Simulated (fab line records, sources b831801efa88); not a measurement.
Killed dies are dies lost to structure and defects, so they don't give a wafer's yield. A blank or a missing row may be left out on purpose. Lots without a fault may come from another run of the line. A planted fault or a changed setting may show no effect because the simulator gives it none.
Which tool did it? | flow sky130 | 24 lots, 72 wafers sampled, at 6 steps of a route of 708

WHAT THE GAUGES READ, wafer by wafer
SKY_VT_ADJUST_NCORE_CD_MEAS_07: target cd 380 nm. Usual: cd_nm 379.3 nm, standard deviation 2.5.
lot  | measured     | on        | cd_nm (nm)        | flag
L074 | day 8 03:54  | cd_sem-01 | 378.4 377.4 378.5 |
L075 | day 8 22:20  | cd_sem-01 | 382.5 382.5 383.5 |
L076 | day 9 15:24  | cd_sem-01 | 376.4 377.2 381.8 |
L078 | day 9 18:16  | cd_sem-01 | 383.2 380.2 381.2 |
L077 | day 9 19:00  | cd_sem-01 | 379.1 378.4 379.2 |
L079 | day 10 09:18 | cd_sem-01 | 378.0 380.0 378.4 |
L080 | day 10 22:15 | cd_sem-01 | 377.9 376.8 374.4 |
L082 | day 11 05:15 | cd_sem-02 | 382.5 383.3 379.4 |
L081 | day 11 06:18 | cd_sem-02 | 374.6 378.2 378.7 |
L083 | day 11 07:12 | cd_sem-01 | 376.1 380.0 379.8 |
L084 | day 11 09:02 | cd_sem-01 | 377.3 377.2 375.9 |
L086 | day 12 03:39 | cd_sem-01 | 381.0 380.6 381.2 |
L085 | day 12 04:59 | cd_sem-01 | 378.2 381.5 378.9 |
L087 | day 12 11:44 | cd_sem-02 | 373.3 374.7 376.4 |
L088 | day 12 19:27 | cd_sem-01 | 381.7 381.2 383.3 |
L089 | day 13 01:17 | cd_sem-01 | 383.1 381.9 385.8 |
L090 | day 13 03:58 | cd_sem-02 | 377.9 376.0 376.4 |
L091 | day 13 14:03 | cd_sem-02 | 378.6 379.3 380.5 |
L092 | day 13 18:51 | cd_sem-02 | 379.9 384.0 382.8 |
L093 | day 14 01:22 | cd_sem-01 | 375.9 378.6 379.5 |
L094 | day 14 12:17 | cd_sem-01 | 380.3 379.7 376.8 |
L095 | day 14 18:49 | cd_sem-01 | 380.0 380.3 377.2 |
L096 | day 15 02:53 | cd_sem-02 | 377.4 379.3 379.3 |
L097 | day 15 17:50 | cd_sem-02 | 377.4 378.3 378.3 |

SKY_METAL2_THK_MEAS_06: measures by xrf. Usual: METAL2_ALCU_THK 245.8 nm, standard deviation 2.4.
lot  | measured     | on            | METAL2_ALCU_THK (nm) | flag
L074 | day 33 09:34 | film_metro-01 | 248.1 245.6 250.5    |
L075 | day 34 09:33 | film_metro-03 | 246.7 245.7 245.8    |
L076 | day 35 05:04 | film_metro-03 | 242.8 241.5 239.1    |
L078 | day 35 08:47 | film_metro-03 | 245.8 247.5 247.8    |
L077 | day 35 12:54 | film_metro-04 | 242.6 245.8 243.4    |
L079 | day 36 08:13 | film_metro-04 | 244.7 248.9 248.7    |
L080 | day 37 00:32 | film_metro-04 | 246.1 246.8 247.3    |
L082 | day 37 00:56 | film_metro-01 | 246.2 244.3 245.7    |
L081 | day 37 04:59 | film_metro-01 | 247.2 244.4 248.2    |
L083 | day 37 06:34 | film_metro-04 | 243.4 242.9 242.4    |
L084 | day 37 08:42 | film_metro-03 | 244.2 244.3 242.1    |
L086 | day 39 03:20 | film_metro-04 | 241.9 241.7 245.5    |
L085 | day 39 03:38 | film_metro-03 | 245.4 245.4 244.3    |
L087 | day 39 01:28 | film_metro-01 | 247.1 248.4 246.6    |
L088 | day 39 05:32 | film_metro-01 | 243.8 244.8 244.5    |
L089 | day 39 07:41 | film_metro-04 | 246.5 247.3 244.4    |
L090 | day 39 07:38 | film_metro-01 | 246.2 247.4 246.6    |
L091 | day 39 08:55 | film_metro-03 | 243.0 245.0 245.2    |
L092 | day 39 12:17 | film_metro-01 | 247.8 244.9 248.9    |
L093 | day 40 00:50 | film_metro-04 | 245.4 248.2 244.8    |
L094 | day 40 10:56 | film_metro-04 | 246.6 246.9 247.3    |
L095 | day 40 11:15 | film_metro-04 | 251.3 251.2 252.3    |
L096 | day 40 17:01 | film_metro-04 | 242.0 243.7 243.8    |
L097 | day 41 07:14 | film_metro-04 | 248.0 247.6 245.9    |

SKY_CAPM_THK_MEAS_04: measures by xrf. Usual: CAPM_TIN_THK 201.6 nm, standard deviation 1.8.
lot  | measured     | on            | CAPM_TIN_THK (nm) | flag
L074 | day 35 19:41 | film_metro-02 | 202.4 202.3 201.5 |
L075 | day 36 18:41 | film_metro-01 | 202.7 200.9 200.4 |
L076 | day 37 13:20 | film_metro-02 | 202.8 202.5 202.4 |
L078 | day 37 15:59 | film_metro-02 | 204.8 205.6 204.3 |
L077 | day 37 20:35 | film_metro-04 | 202.1 199.2 202.8 |
L079 | day 38 15:38 | film_metro-04 | 203.5 202.1 203.5 |
L080 | day 39 06:43 | film_metro-04 | 202.8 203.1 202.2 |
L082 | day 39 07:05 | film_metro-04 | 205.1 202.2 202.5 |
L081 | day 39 11:31 | film_metro-04 | 201.1 201.5 202.2 |
L083 | day 39 12:10 | film_metro-04 | 201.4 203.7 201.8 |
L084 | day 39 14:25 | film_metro-04 | 201.2 198.1 199.6 |
L086 | day 41 07:26 | film_metro-02 | 204.7 203.0 205.5 |
L085 | day 41 08:07 | film_metro-02 | 200.2 199.3 198.6 |
L087 | day 41 05:24 | film_metro-01 | 201.3 201.6 202.4 |
L088 | day 41 09:59 | film_metro-04 | 199.3 201.0 200.4 |
L089 | day 41 12:49 | film_metro-04 | 198.5 201.1 200.7 |
L090 | day 41 12:02 | film_metro-01 | 202.5 204.6 202.1 |
L091 | day 41 13:08 | film_metro-04 | 200.7 199.3 200.6 |
L092 | day 41 16:00 | film_metro-02 | 198.5 198.6 198.7 |
L093 | day 42 04:34 | film_metro-01 | 201.0 200.4 200.9 |
L094 | day 42 14:04 | film_metro-02 | 204.4 204.2 203.3 |
L095 | day 42 14:58 | film_metro-04 | 201.2 202.3 201.0 |
L096 | day 42 19:59 | film_metro-04 | 200.1 200.6 197.4 |
L097 | day 43 08:53 | film_metro-01 | 204.7 202.2 203.3 |

SKY_CAP2M_RS_MEAS_03: measures by four-point-probe. Usual: CAP2M_TIN_RS 6.92 ohm/sq, standard deviation 0.069.
lot  | measured     | on            | CAP2M_TIN_RS (ohm/sq) | flag
L074 | day 39 05:04 | film_metro-04 | 6.91 6.96 6.93        |
L075 | day 40 02:41 | film_metro-01 | 6.77 6.77 6.78        |
L076 | day 40 19:45 | film_metro-04 | 6.97 6.99 6.95        |
L078 | day 40 21:51 | film_metro-01 | 6.83 6.85 6.80        |
L077 | day 41 02:29 | film_metro-04 | 6.97 6.88 6.92        |
L079 | day 41 20:30 | film_metro-03 | 6.84 6.90 6.89        |
L080 | day 42 10:37 | film_metro-04 | 6.89 6.96 7.00        |
L082 | day 42 11:35 | film_metro-03 | 6.82 6.90 6.94        |
L081 | day 42 15:10 | film_metro-04 | 6.95 7.01 6.97        |
L083 | day 42 15:50 | film_metro-03 | 6.82 6.91 6.92        |
L084 | day 42 18:17 | film_metro-01 | 6.93 6.93 6.93        |
L086 | day 44 07:04 | film_metro-04 | 7.00 6.98 6.94        |
L085 | day 44 10:08 | film_metro-03 | 7.02 7.11 6.98        |
L087 | day 44 05:55 | film_metro-01 | 6.86 6.94 6.93        |
L088 | day 44 11:35 | film_metro-01 | 6.95 6.93 6.96        |
L089 | day 44 14:53 | film_metro-04 | 6.93 7.05 6.87        |
L090 | day 44 13:04 | film_metro-04 | 6.99 6.98 6.92        |
L091 | day 44 15:17 | film_metro-04 | 6.99 6.89 6.94        |
L092 | day 44 17:06 | film_metro-01 | 6.94 7.00 7.03        |
L093 | day 45 04:12 | film_metro-04 | 7.02 7.08 6.98        |
L094 | day 45 13:25 | film_metro-01 | 6.90 6.90 6.81        |
L095 | day 45 13:55 | film_metro-04 | 6.89 6.86 6.91        |
L096 | day 45 17:58 | film_metro-01 | 6.83 6.87 6.87        |
L097 | day 46 06:26 | film_metro-01 | 6.96 6.92 6.84        |

SKY_METAL4_OVL_MEAS_14. Usual: METAL4_OVL 1 nm, standard deviation 6.
lot  | measured     | on         | METAL4_OVL (nm) | flag
L074 | day 41 06:20 | overlay-01 | 11 10 11        |
L075 | day 42 03:29 | overlay-02 | -1 5 -2         |
L076 | day 42 19:28 | overlay-02 | 8 0 4           |
L078 | day 42 19:59 | overlay-01 | 1 1 0           |
L077 | day 43 01:51 | overlay-02 | -3 -6 0         |
L079 | day 43 18:26 | overlay-01 | 13 8 5          |
L080 | day 44 09:10 | overlay-02 | 3 0 -1          |
L082 | day 44 09:52 | overlay-01 | -14 -11 -10     |
L081 | day 44 13:31 | overlay-01 | 10 0 13         |
L083 | day 44 14:25 | overlay-02 | 3 7 -6          |
L084 | day 44 15:34 | overlay-02 | 4 1 8           |
L086 | day 46 01:52 | overlay-02 | 2 6 10          |
L085 | day 46 03:49 | overlay-02 | -2 2 -7         |
L087 | day 46 00:16 | overlay-02 | -5 -8 -7        |
L088 | day 46 06:08 | overlay-01 | 3 -3 1          |
L089 | day 46 08:52 | overlay-01 | 2 -2 2          |
L090 | day 46 07:27 | overlay-01 | 1 -2 -3         |
L091 | day 46 10:17 | overlay-02 | -2 -8 -6        |
L092 | day 46 11:53 | overlay-01 | 0 3 -4          |
L093 | day 46 22:04 | overlay-01 | 6 1 10          |
L094 | day 47 07:34 | overlay-01 | -5 3 -3         |
L095 | day 47 08:18 | overlay-01 | -5 4 -3         |
L096 | day 47 11:07 | overlay-01 | -8 -2 -9        |
L097 | day 47 23:22 | overlay-01 | 6 -5 1          |

SKY_VIA4_THK_MEAS_20: measures by xrf. Usual: VIA4_W_THK 511 nm, standard deviation 11.
lot  | measured     | on            | VIA4_W_THK (nm) | flag
L074 | day 42 07:55 | film_metro-02 | 493 505 501     |
L075 | day 43 04:54 | film_metro-03 | 514 506 510     |
L076 | day 43 20:55 | film_metro-03 | 501 506 504     |
L078 | day 43 21:10 | film_metro-02 | 506 506 503     |
L077 | day 44 03:07 | film_metro-04 | 509 515 514     |
L079 | day 44 19:54 | film_metro-03 | 497 497 509     |
L080 | day 45 07:44 | film_metro-02 | 504 512 537     |
L082 | day 45 09:05 | film_metro-03 | 505 504 503     |
L081 | day 45 12:40 | film_metro-04 | 498 504 509     |
L083 | day 45 14:00 | film_metro-03 | 501 504 504     |
L084 | day 45 14:32 | film_metro-03 | 532 509 521     |
L086 | day 47 00:57 | film_metro-04 | 510 503 526     |
L085 | day 47 02:56 | film_metro-02 | 517 532 503     |
L087 | day 46 22:52 | film_metro-03 | 507 506 504     |
L088 | day 47 04:34 | film_metro-04 | 523 511 526     |
L089 | day 47 07:22 | film_metro-04 | 518 520 502     |
L090 | day 47 06:24 | film_metro-04 | 496 527 499     |
L091 | day 47 09:11 | film_metro-03 | 497 498 508     |
L092 | day 47 10:53 | film_metro-04 | 508 515 510     |
L093 | day 47 20:01 | film_metro-03 | 507 518 526     |
L094 | day 48 05:47 | film_metro-03 | 531 506 530     |
L095 | day 48 06:40 | film_metro-04 | 505 510 501     |
L096 | day 48 09:39 | film_metro-02 | 511 513 508     |
L097 | day 48 20:23 | film_metro-03 | 512 517 512     |

WHICH TOOL RAN EACH LOT (tool, then ch and the chambers of the sampled wafers, then the start)
The record holds no process step before these readings.

WHAT THE TOOLS THEMSELVES READ (means of the sampled wafers that have a number; where no wafer has one, the mark that the record gives instead)
The record holds no such reading with a usual standard deviation.

THE ANSWER, worked out from the rows above alone
Rule: a lot is off if the mean of its wafers that have a number lies more than 3 standard deviations from the usual mean. A lot without any number at a reading at which 4 lots or more have one is off too. The other lots that the step has rows for count as sound. The gauges are gone through in route order, then the tools' own readings, and for those a lot's mean is taken as printed above. The first step at which some lot is off is used, and at that step the reading that is off furthest; a lot without a number counts as furthest.
No lot is off at any reading shown: from this, nothing can be told.

WHAT THE SIMULATOR HAD PUT IN
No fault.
